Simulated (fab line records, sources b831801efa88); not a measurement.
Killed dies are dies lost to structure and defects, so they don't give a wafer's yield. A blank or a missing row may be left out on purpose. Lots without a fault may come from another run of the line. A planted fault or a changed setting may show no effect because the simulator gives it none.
fab line records | flow sky130
record lots=7 wafers=18 last_day=50
route steps=708 shown VIA3@582 METAL4@598
lots that met no fault: from a run of the same line without faults
start_h: hours from the record's first day to the start of the lot's first wafer shown | wait_h: hours since the lot's step before | " the same as in the row above | L1.1+2: a row that stands for several wafers | - no value, or no start given | * or withheld: withheld | < > ~ a bound
route shown NAME@n: a module of which the file shows steps, and the number in the route of the first | usual: mean/standard deviation of fault-free wafers | same: alike in all rows | chamber/n: place in a boat | sites: the reading at each site | _std_site: their standard deviation | _edge_site: outer sites' mean less inner sites' | radius_mm: how far each site lies from the wafer's centre | mask NAME#n: copy n | behind: the tool/chamber that last shaped the wafer | hold: why the lot was held/for how many hours/how that ended | device: the transistor (n, p or np) that didn't switch | end of line: the same wafers' tests at the end of the route | a step without rows: its recipe alone | killed: dies lost to structure and defects at the first sort, not the wafer's yield | map: a wafer's dies, x killed, . not, _ none there
set.NAME: the setting as run; set.NAME@STEP: as run at that earlier step | model.NAME: the simulator's own value behind a step, which no gauge read
lots at some steps of the route; a table a step, a row a wafer
services: from which hour (start_h, from the record's first day; less than 0 if before it) a tool's chamber was out of use, for how many hours, and why
## steps
# step SKY_VIA3_EXPOSE_09
# recipe mask_id=VIM3 na=0.8 source_shape=annular sigma_inner=0.55 sigma_outer=0.85 target_cd_nm=200 dose_mj=38
# step SKY_VIA3_PEB_10
# recipe peb_temp_c=withheld peb_time_s=withheld resist=KrF-thick
# step SKY_VIA3_DEVELOP_11
# recipe develop_time_s=60 resist=KrF-thick dev_temp_c=21
# step SKY_VIA3_CD_MEAS_12
# recipe target_cd_nm=200
# usual cd_nm=200.5/1.5
# columns lot.wafer tool chamber start_h wait_h cd_nm
L829.1 cd_sem-01 - 936.96 - 197.3
L829.3 " - " " 197.4
L829.6 " - " " 199.2
L832.2 cd_sem-02 - 955.47 - 203.1
L832.4 " - " " 201.9
L832.5 " - " " 201.5
L843.4 cd_sem-02 - 1040.02 - 197.5
L843.6 " - " " 196.2
L844.4 cd_sem-01 - 1048.23 - 200.3
L844.6 " - " " 201.9
L846.2 cd_sem-01 - 1065.48 - 200.5
L846.5 " - " " 201.5
L847.2 cd_sem-01 - 1070.84 - 202.1
L847.5 " - " " 200.6
L847.6 " - " " 201.4
L849.2 cd_sem-02 - 1072.64 - 201.6
L849.4 " - " " 201.5
L849.6 " - " " 202.4
# step SKY_VIA3_OVL_MEAS_13
# usual VIA3_OVL=-4/4.4
# columns lot.wafer tool chamber start_h wait_h VIA3_OVL[nm]
L829.1 overlay-01 - 937.08 0.1 -5
L829.3 " - " " 0
L829.6 " - " " -4
L832.2 overlay-02 - 955.57 0.1 -4
L832.4 " - " " -2
L832.5 " - " " -12
L843.4 overlay-02 - 1040.10 0.1 2
L843.6 " - " " 1
L844.4 overlay-01 - 1048.31 0.1 -4
L844.6 " - " " 1
L846.2 overlay-02 - 1065.58 0.1 -6
L846.5 " - " " -8
L847.2 overlay-02 - 1070.95 0.1 -8
L847.5 " - " " -2
L847.6 " - " " -4
L849.2 overlay-01 - 1072.75 0.1 -3
L849.4 " - " " -2
L849.6 " - " " 2
# step SKY_VIA3_ETCH_14
# recipe chemistry=N2/H2 target=BARC ion_energy_ev=200 source_w=500 bias_w=100 pressure_mtorr=30 n2_flow_sccm=100 h2_flow_sccm=200 stop_on=SiO2 time_s=45.9 target_depth_a=600
# usual drypump_motor_current_A=5.7/0.33 oes_product_au=0.854/0.0051 throttle_valve_pct=13.225/0.0076
# columns lot.wafer tool chamber start_h wait_h drypump_motor_current_A oes_product_au rf_hours_counter_h throttle_valve_pct
L829.1 rie_diel-02 2 937.11 0.0 6.2 0.861 8 13.232
L829.3 " 1 " " 6.1 0.859 16 13.218
L829.6 " 0 " " 6.3 0.855 - 13.218
L832.2 rie_diel-03 1 955.60 0.0 5.7 0.862 4 13.239
L832.4 " 0 " " 5.9 0.854 19 13.223
L832.5 " 1 " " 5.7 0.849 - 13.220
L843.4 rie_diel-03 2 1040.11 0.0 5.4 0.853 8 13.223
L843.6 " 0 " " 5.9 0.852 - 13.221
L844.4 rie_diel-02 1 1048.35 0.0 6.1 0.858 - 13.226
L844.6 " 2 " " 6.2 0.860 - 13.243
L846.2 rie_diel-03 0 1065.61 0.0 5.8 0.853 23 13.221
L846.5 " 2 " " 5.5 0.848 - 13.232
L847.2 rie_diel-01 1 1070.98 0.0 6.0 0.853 23 13.228
L847.5 " 2 " " 5.1 0.850 - 13.234
L847.6 " 1 " " 5.9 0.852 - 13.218
L849.2 rie_diel-03 2 1072.78 0.0 5.4 0.850 9 13.230
L849.4 " 3 " " 5.8 0.852 16 13.233
L849.6 " 3 " " 5.8 0.862 - 13.211
# step SKY_VIA3_ETCH_15
# recipe target=SiO2 chemistry=C4F8/O2/Ar target_depth_nm=507 stop_on=TiN mask_material=KrF-thick source_w=1500 bias_w=1200 pressure_mtorr=40 c4f8_flow_sccm=withheld O2_flow_sccm=6 Ar_flow_sccm=300 time_s=78
# usual oes_product_au=0.945/0.0045
# columns lot.wafer tool chamber start_h wait_h oes_product_au
L829.1 rie_diel-02 2 937.16 0.0 0.942
L829.3 " 1 " " 0.950
L829.6 " 0 " " 0.936
L832.2 rie_diel-03 1 955.65 0.0 0.946
L832.4 " 0 " " 0.942
L832.5 " 1 " " 0.950
L843.4 rie_diel-03 2 1040.16 0.0 0.943
L843.6 " 0 " " 0.942
L844.4 rie_diel-02 1 1048.40 0.0 0.948
L844.6 " 2 " " 0.950
L846.2 rie_diel-03 0 1065.66 0.0 0.946
L846.5 " 2 " " 0.946
L847.2 rie_diel-01 1 1071.02 0.0 0.944
L847.5 " 2 " " 0.939
L847.6 " 1 " " 0.947
L849.2 rie_diel-03 2 1072.82 0.0 0.940
L849.4 " 3 " " 0.941
L849.6 " 3 " " 0.947
# step SKY_VIA3_STRIP_16
# recipe chemistry=O2/N2 power_w=1400 pressure_mtorr=1500 platen_temp_c=withheld o2_flow_sccm=3000 n2_flow_sccm=300 overash_fraction=0.5
# usual drypump_motor_current_A=5.7/0.45 o2_flow_sccm=2999/8.8 oes_product_au=0.402/0.0047 strip_time_to_endpoint_s=4.132/0.025
# columns lot.wafer tool chamber start_h wait_h drypump_motor_current_A o2_flow_sccm oes_product_au rf_hours_counter_h strip_time_to_endpoint_s
L829.1 plasma_asher-02 0 937.22 0.0 5.7 2993 0.400 52 4.158
L829.3 " 1 " " 4.7 2993 0.401 - 4.175
L829.6 " 1 " " 4.7 2983 0.407 - 4.138
L832.2 plasma_asher-03 0 955.71 0.0 6.3 3013 0.405 105 4.118
L832.4 " 1 " " 5.9 2992 0.400 - 4.118
L832.5 " 0 " " 6.2 2988 0.407 - 4.119
L843.4 plasma_asher-04 1 1040.25 0.1 5.8 3008 0.399 - 4.132
L843.6 " 0 " " 5.9 2995 0.408 - 4.145
L844.4 plasma_asher-04 1 1048.47 0.0 5.8 3001 0.404 - 4.161
L844.6 " 0 " " 5.9 2996 0.388 - 4.145
L846.2 plasma_asher-02 0 1065.72 0.0 5.7 3000 0.407 63 4.132
L846.5 " 0 " " 5.7 2994 0.395 - 4.125
L847.2 plasma_asher-03 1 1071.08 0.0 5.9 3010 0.406 0 4.100
L847.5 " 1 " " 5.9 3002 0.398 - 4.120
L847.6 " 0 " " 6.2 3004 0.401 - 4.111
L849.2 plasma_asher-03 1 1072.88 0.0 5.9 2992 0.402 0 4.151
L849.4 " 0 " " 6.2 2990 0.406 - 4.130
L849.6 " 1 " " 5.9 2994 0.402 - 4.127
# step SKY_VIA3_STRIP_17
# recipe chemistry=post_etch_residue_remover time_s=1200 temp_c=72.5
# step SKY_VIA3_CLEAN_18
# recipe chemistry=IPA time_s=180 temp_c=25
# step SKY_VIA3_CLEAN_19
# recipe chemistry=O3/DIW dry=n2_spin
# step SKY_VIA3_SPUTTER_20
# recipe material=TiN target_thk_nm=20 chamber_pressure_pa=5 power_w=4000 time_s=80
# usual throttle_valve_pct=29.6/0.85
# columns lot.wafer tool chamber start_h wait_h throttle_valve_pct
L829.1 pvd_sputter-01 - 937.81 0.0 28.8
L829.3 " - " " 28.6
L829.6 " - " " 28.7
L832.2 pvd_sputter-01 - 956.30 0.0 28.9
L832.4 " - " " 30.7
L832.5 " - " " 29.0
L843.4 pvd_sputter-01 - 1040.81 0.0 30.8
L843.6 " - " " 29.8
L844.4 pvd_sputter-01 - 1049.06 0.0 29.4
L844.6 " - " " 29.0
L846.2 pvd_sputter-03 - 1066.35 0.0 29.0
L846.5 " - " " 30.1
L847.2 pvd_sputter-04 - 1071.67 0.0 31.7
L847.5 " - " " 29.8
L847.6 " - " " 28.4
L849.2 pvd_sputter-04 - 1073.48 0.0 29.9
L849.4 " - " " 28.2
L849.6 " - " " 31.7
# step SKY_VIA3_CVD_21
# recipe material=W target_thk_nm=390 time_s=117.31 temp_c=400 pressure_torr=40
# usual heater_power_w=840/58
# columns lot.wafer tool chamber start_h wait_h heater_power_w model.W_of_VIA3_CVD_21.thk_nm
L829.1 cvd_w-02 1 937.87 0.0 852 390.4
L829.3 " 1 " " 831 390.7
L829.6 " 1 " " 822 388.8
L832.2 cvd_w-01 1 956.36 0.0 876 391.2
L832.4 " 1 " " 869 384.2
L832.5 " 0 " " 735 393.2
L843.4 cvd_w-02 1 1040.99 0.2 854 382.2
L843.6 " 1 " " 846 604.5
L844.4 cvd_w-02 0 1049.24 0.2 929 387.4
L844.6 " 0 " " 900 600.4
L846.2 cvd_w-02 0 1066.41 0.0 905 382.5
L846.5 " 1 " " 849 611.5
L847.2 cvd_w-01 0 1071.73 0.0 758 394.5
L847.5 " 0 " " 739 388.2
L847.6 " 1 " " 853 387
L849.2 cvd_w-01 0 1073.54 0.0 765 390.5
L849.4 " 1 " " 883 387.4
L849.6 " 1 " " 869 386.3
# step SKY_VIA3_RS_MEAS_22
# recipe thk_meas_gauge=four-point-probe reads=W_of_VIA3_CVD_21+TiN_of_VIA3_SPUTTER_20
# usual VIA3_W_RS=0.296/0.0039
# columns lot.wafer tool chamber start_h wait_h VIA3_W_RS[ohm/sq]
L829.1 film_metro-04 - 937.99 0.1 0.294
L829.3 " - " " 0.293
L829.6 " - " " 0.295
L832.2 film_metro-02 - 956.50 0.1 0.293
L832.4 " - " " 0.299
L832.5 " - " " 0.291
L843.4 film_metro-04 - 1041.17 0.1 0.300
L843.6 " - " " 0.189
L844.4 film_metro-02 - 1049.43 0.1 0.296
L844.6 " - " " 0.191
L846.2 film_metro-03 - 1066.56 0.1 0.300
L846.5 " - " " 0.187
L847.2 film_metro-03 - 1071.88 0.1 0.291
L847.5 " - " " 0.296
L847.6 " - " " 0.297
L849.2 film_metro-04 - 1073.69 0.1 0.294
L849.4 " - " " 0.296
L849.6 " - " " 0.296
# step SKY_VIA3_THK_MEAS_23
# recipe thk_meas_gauge=xrf reads=W_of_VIA3_CVD_21
# usual VIA3_W_THK=398/6.7
# columns lot.wafer tool chamber start_h wait_h VIA3_W_THK[nm]
L829.1 film_metro-04 - 938.11 0.1 399
L829.3 " - " " 397
L829.6 " - " " 395
L832.2 film_metro-02 - 956.61 0.1 410
L832.4 " - " " 403
L832.5 " - " " 409
L843.4 film_metro-04 - 1041.26 0.1 392
L843.6 " - " " -
L844.4 film_metro-02 - 1049.52 0.1 406
L844.6 " - " " -
L846.2 film_metro-03 - 1066.67 0.1 393
L846.5 " - " " -
L847.2 film_metro-03 - 1071.99 0.1 409
L847.5 " - " " 399
L847.6 " - " " 400
L849.2 film_metro-04 - 1073.80 0.1 402
L849.4 " - " " 394
L849.6 " - " " 396
# step SKY_VIA3_CMP_24
# recipe stop_on=SiO2 t_overpolish_s=20 down_force_psi=3.5 platen_rpm=60 target_thk_nm=0 pad_velocity_m_s=0.94248
# usual motor_current_A=10.6/0.76 time_to_endpoint_s=93/3.7
# columns lot.wafer tool chamber start_h wait_h motor_current_A time_to_endpoint_s
L829.3 cmp-01 1 938.17 0.0 10.2 104
L829.1 " 2 " " 11.3 96
L829.6 " 2 " " 11.3 95
L832.2 cmp-01 1 957.03 0.4 10.8 102
L832.4 " 3 " " 11.3 95
L832.5 " 2 " " 11.9 94
L843.4 cmp-01 1 1041.39 0.1 10.3 95
L843.6 " 0 " " 9.7 139
L844.4 cmp-02 2 1049.55 0.0 10.7 91
L844.6 " 2 " " 10.7 140
L846.2 cmp-01 1 1066.82 0.1 10.2 98
L846.5 " 0 " " 9.9 141
L847.2 cmp-01 1 1072.09 0.1 10.3 98
L847.6 " 0 " " 9.5 92
L847.5 " 1 " " 10.6 95
L849.4 cmp-01 2 1073.90 0.1 12.0 97
L849.2 " 0 " " 9.7 93
L849.6 " 2 " " 11.1 97
# step SKY_METAL4_SPUTTER_00
# recipe material=Ti target_thk_nm=15 power_w=3000 time_s=10 chamber_pressure_pa=0.4
# usual throttle_valve_pct=29.4/0.8
# columns lot.wafer tool chamber start_h wait_h throttle_valve_pct
L829.1 pvd_sputter-01 - 938.47 0.2 28.8
L829.3 " - " " 28.8
L829.6 " - " " 28.5
L832.2 pvd_sputter-02 - 957.33 0.2 29.1
L832.4 " - " " 29.9
L832.5 " - " " 29.6
L843.4 pvd_sputter-02 - 1041.59 0.1 28.3
L843.6 " - " " 29.7
L844.4 pvd_sputter-01 - 1049.85 0.2 28.4
L844.6 " - " " 30.9
L846.2 pvd_sputter-02 - 1067.02 0.1 29.5
L846.5 " - " " 28.9
L847.2 pvd_sputter-01 - 1072.34 0.2 30.8
L847.5 " - " " 29.0
L847.6 " - " " 30.9
L849.2 pvd_sputter-02 - 1074.15 0.1 29.9
L849.4 " - " " 30.0
L849.6 " - " " 29.6
## services
# columns tool chamber start_h hours kind
pvd_sputter-02 - 920.56 5.9 repair
cvd_w-01 - 937.25 0.7 repair
cmp-02 - 940.30 20.5 pm
rie_diel-01 2 947.22 28.2 repair
plasma_asher-02 - 958.05 17.6 repair
rie_diel-01 - 960.00 0.8 repair
cmp-01 - 960.99 6.4 pm
cmp-02 - 962.09 1.8 repair
cvd_w-02 - 969.65 1.5 repair
cmp-02 - 973.89 1.0 repair
pvd_sputter-04 - 976.82 2.6 repair
pvd_sputter-03 - 982.16 0.9 repair
cvd_w-02 - 1016.87 6.0 pm
plasma_asher-04 - 1026.44 2.3 repair
pvd_sputter-04 - 1027.30 6.3 repair
cmp-01 - 1027.77 1.6 repair
plasma_asher-04 - 1027.85 2.2 repair
cvd_w-02 0 1032.18 12.2 repair
rie_diel-02 0 1046.18 16.5 repair
cvd_w-02 1 1048.45 10.1 repair
plasma_asher-03 - 1055.25 9.0 pm
pvd_sputter-02 - 1055.99 10.5 repair
plasma_asher-03 - 1065.33 5.7 repair
cmp-01 - 1068.70 2.3 repair
## key
first_sign step=SKY_VIA3_RS_MEAS_22 reading=VIA3_W_RS direction=down sigmas=27 usual=0.296 struck=0.189
effect step=SKY_VIA3_THK_MEAS_23 reading=VIA3_W_THK direction=missing
effect step=SKY_VIA3_CMP_24 reading=time_to_endpoint_s direction=up sigmas=13 usual=* struck=*
model_effect step=SKY_VIA3_CVD_21 value=W_of_VIA3_CVD_21.thk_nm without=386.2 struck=605.5
met_at SKY_VIA3_CVD_21
struck_wafers L843.6,L844.6,L846.5
onset_between 937.87 1040.99
fault kind=process_parameter_drift tool=cvd_w-02 chamber=- onset_h=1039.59 steps=SKY_VIA3_CVD_21 channel=target_thk_nm offset=219.16 shape=step end_h=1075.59 scope=struck_wafers_only acts_in=these_recipes_only stated=390
